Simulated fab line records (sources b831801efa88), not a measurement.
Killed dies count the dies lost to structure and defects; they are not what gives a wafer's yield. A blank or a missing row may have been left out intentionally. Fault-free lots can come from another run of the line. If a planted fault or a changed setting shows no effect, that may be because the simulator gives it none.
Which tool is to blame? -- flow gf180mcu -- 12 lots, 35 wafers sampled, at 4 steps of a route of 602

## WHAT THE GAUGES READ, wafer by wafer
GF_V5_THK_MEAS_01. Usual: V5_CVD_00_THK gives 300 nm (standard deviation 3.4).
lot,measured,on,V5_CVD_00_THK (nm),flag
L544,day 26 12:39,film-metro-03,301 301 299,
L545,day 26 23:43,film-metro-03,301 298 297,
L547,day 27 21:23,film-metro-01,300 298 300,
L549,day 28 02:59,film-metro-03,297 300 297,
L552,day 28 21:17,film-metro-04,302 300 295,
L558,day 30 15:32,film-metro-01,300 304 304,
L560,day 31 08:05,film-metro-03,298 299 294,
L561,day 31 13:39,film-metro-01,299 304 297,
L562,day 31 14:23,film-metro-04,298 299 300,
L565,day 32 06:28,film-metro-03,301 302 303,
L566,day 32 10:16,film-metro-03,300 308,
L567,day 32 10:50,film-metro-01,297 300 300,

GF_V5_BOW_MEAS_05. Usual: V5_BOW gives 136 um (standard deviation 9.5).
lot,measured,on,V5_BOW (um),flag
L544,day 26 13:23,film-metro-03,131 140 144,
L545,day 27 00:15,film-metro-03,135 126 135,
L547,day 27 21:55,film-metro-01,155 156 153,
L549,day 28 03:31,film-metro-03,144 141 147,
L552,day 28 21:49,film-metro-03,138 136 130,
L558,day 30 16:04,film-metro-03,128 137 141,
L560,day 31 08:55,film-metro-01,135 127 125,
L561,day 31 14:10,film-metro-01,136 144 136,
L562,day 31 14:56,film-metro-01,131 142 134,
L565,day 32 07:02,film-metro-01,127 117 124,
L566,day 32 10:47,film-metro-04,143 149,
L567,day 32 11:23,film-metro-03,124 117 126,

## WHICH TOOL RAN EACH LOT (tool, then ch and the chambers of the sampled wafers, then the start)
lot,GF_M3_METAL_ETCH_16,GF_M5_STRIP_11
L544,"rie-metal-01 ch 0,1, day 21 13:53","plasma-asher-03 ch 0,1, day 26 11:44"
L545,"rie-metal-01 ch 0,1, day 22 03:26","plasma-asher-02 ch 0,1, day 26 23:04"
L547,"rie-metal-02 ch 0,1, day 23 03:42","plasma-asher-02 ch 0,1, day 27 20:49"
L549,"rie-metal-01 ch 0, day 23 10:26","plasma-asher-03 ch 0,1, day 28 02:25"
L552,"rie-metal-01 ch 0,1, day 24 06:56","plasma-asher-03 ch 0,1, day 28 20:42"
L558,"rie-metal-03 ch 0, day 26 05:42","plasma-asher-04 ch 0,1, day 30 14:55"
L560,"rie-metal-03 ch 0,1, day 27 01:27","plasma-asher-02 ch 0,1, day 31 07:31"
L561,"rie-metal-03 ch 0,1, day 27 07:56","plasma-asher-02 ch 0,1, day 31 13:04"
L562,"rie-metal-01 ch 0,1, day 27 08:17","plasma-asher-03 ch 0,1, day 31 13:48"
L565,"rie-metal-01 ch 0,1, day 28 03:11","plasma-asher-02 ch 0,1, day 32 05:50"
L566,"rie-metal-03 ch 0, day 28 06:26","plasma-asher-04 ch 0, day 32 09:41"
L567,"rie-metal-01 ch 0,1, day 28 08:18","plasma-asher-02 ch 0,1, day 32 10:14"
- GF_M3_METAL_ETCH_16: etches the open film in Cl2/BCl3, stops on SiO2, target depth 750.8 nm, time 125.1 s.
- GF_M5_STRIP_11: strips in O2/N2.

## WHAT THE TOOLS THEMSELVES READ (means of the sampled wafers that have a number; where no wafer has one, the mark that the record gives instead)
GF_M3_METAL_ETCH_16. Usual: bcl3-flow-sccm 40.02 sccm, standard deviation 0.12; drypump-motor-current-A 5.7 A, standard deviation 0.34; oes-product-au 0.988 a.u., standard deviation 0.0077; rf-fwd-power-W 796.7 W, standard deviation 2.4; throttle-valve-pct 28.232 %, standard deviation 0.012.
lot,tool,bcl3-flow-sccm (sccm),drypump-motor-current-A (A),oes-product-au (a.u.),rf-fwd-power-W (W),throttle-valve-pct (%),flag
L544,rie-metal-01,39.91,5.7,0.983,800.1,28.238,
L545,rie-metal-01,40.00,5.6,0.988,797.4,28.229,
L547,rie-metal-02,40.17,5.4,0.985,796.7,28.230,
L549,rie-metal-01,39.96,5.5,0.992,798.2,28.228,
L552,rie-metal-01,40.02,5.8,0.988,795.9,28.230,
L558,rie-metal-03,39.96,6.4,0.996,798.2,28.227,
L560,rie-metal-03,40.07,5.8,0.989,795.5,28.230,
L561,rie-metal-03,39.96,6.1,0.984,796.0,28.230,
L562,rie-metal-01,40.04,5.7,0.989,799.0,28.232,
L565,rie-metal-01,40.00,5.7,0.986,798.1,28.240,
L566,rie-metal-03,39.95,6.4,0.988,798.9,28.226,
L567,rie-metal-01,39.95,5.7,0.989,798.4,28.235,

GF_M5_STRIP_11. Usual: drypump-motor-current-A 5.6 A, standard deviation 0.42; heater-power-w 360 W, standard deviation 34; oes-product-au 0.525 a.u., standard deviation 0.0056; strip-time-to-endpoint-s 7.08 s, standard deviation 0.067.
lot,tool,drypump-motor-current-A (A),heater-power-w (W),oes-product-au (a.u.),strip-time-to-endpoint-s (s),flag
L544,plasma-asher-03,6.1,391,0.525,7.06,
L545,plasma-asher-02,5.3,344,0.520,7.05,
L547,plasma-asher-02,5.2,335,0.529,7.15,
L549,plasma-asher-03,6.1,391,0.522,7.08,
L552,plasma-asher-03,6.1,392,0.530,7.15,
L558,plasma-asher-04,5.5,324,0.518,7.01,
L560,plasma-asher-02,5.2,335,0.522,7.03,
L561,plasma-asher-02,5.3,348,0.520,6.96,
L562,plasma-asher-03,5.9,392,0.529,7.14,
L565,plasma-asher-02,5.3,345,0.525,7.11,
L566,plasma-asher-04,5.7,372,0.525,7.06,
L567,plasma-asher-02,5.3,348,0.525,7.11,

## THE ANSWER, worked out from the rows above alone
Rule: a lot counts as off when the mean over its wafers that have a number is more than 3 standard deviations away from the usual mean. A lot without any number at a reading at which 4 lots or more have one is off too. Any other lot the step has rows for is counted as sound. After the gauges, taken in route order, come the tools' own readings; for these a lot's mean is taken, as printed above. At the first step where some lot is off, the reading lying furthest off is the one used; lots without a number count as furthest.
None of the lots is off at any reading shown; this tells nothing.

## WHAT THE SIMULATOR HAD PUT IN
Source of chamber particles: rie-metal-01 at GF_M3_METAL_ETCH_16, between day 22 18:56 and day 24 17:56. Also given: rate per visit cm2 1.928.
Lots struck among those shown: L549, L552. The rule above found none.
